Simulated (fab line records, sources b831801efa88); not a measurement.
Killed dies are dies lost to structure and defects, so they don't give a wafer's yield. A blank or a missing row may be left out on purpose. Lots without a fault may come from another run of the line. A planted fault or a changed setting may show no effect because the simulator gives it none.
Chamber matching | flow gf180mcu | GF_CONTACT_CMP_27 on cmp-02: 4 sister chambers
The step polishes, stops on SiO2, t overpolish 15 s, target thk 0 nm. 4 wafers are shown with their chamber, then 7 later ones without.

WAFERS WITH THEIR CHAMBER
wafer  | chamber | motor_current_A (A)
L331.2 | 2       | 11.7
L333.4 | 1       | 10.0
L341.1 | 0       | 12.3
L341.3 | 3       | 12.4

WAFERS WITHOUT THEIR CHAMBER
wafer  | motor_current_A (A)
L341.4 | 9.9
L347.1 | 12.6
L347.3 | 12.3
L347.5 | 10.2
L349.3 | 12.3
L349.5 | 11.1
L349.6 | 12.2

WHICH CHAMBER EACH WENT THROUGH
wafer  | from the rows above          | in truth
L341.4 | 1                            | 1
L347.1 | can't be placed: 3 or 0      | 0
L347.3 | can't be placed: 0 or 3      | 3
L347.5 | 1                            | 1
L349.3 | can't be placed: 0 or 3      | 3
L349.5 | can't be placed: 2 or 1      | 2
L349.6 | can't be placed: 0 or 3 or 2 | 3
Placed correctly: 2 of 7. Can't be placed from these rows: 5 (the true chamber is among the candidates in 5). Placed wrongly: 0.
How it was worked out, from the rows above alone: a wafer's distance from a chamber is the root of the sum, over the readings, of the square of ((its reading less the chamber's mean) divided by the reading's scatter). The wafer belongs to the nearest chamber; if the next one is less than 2 further off, it can't be placed. A chamber's mean is the mean of its shown wafers. The scatter: with one shown wafer a chamber, the root of the mean of the squares of how far each hidden wafer lies from its nearest shown one.
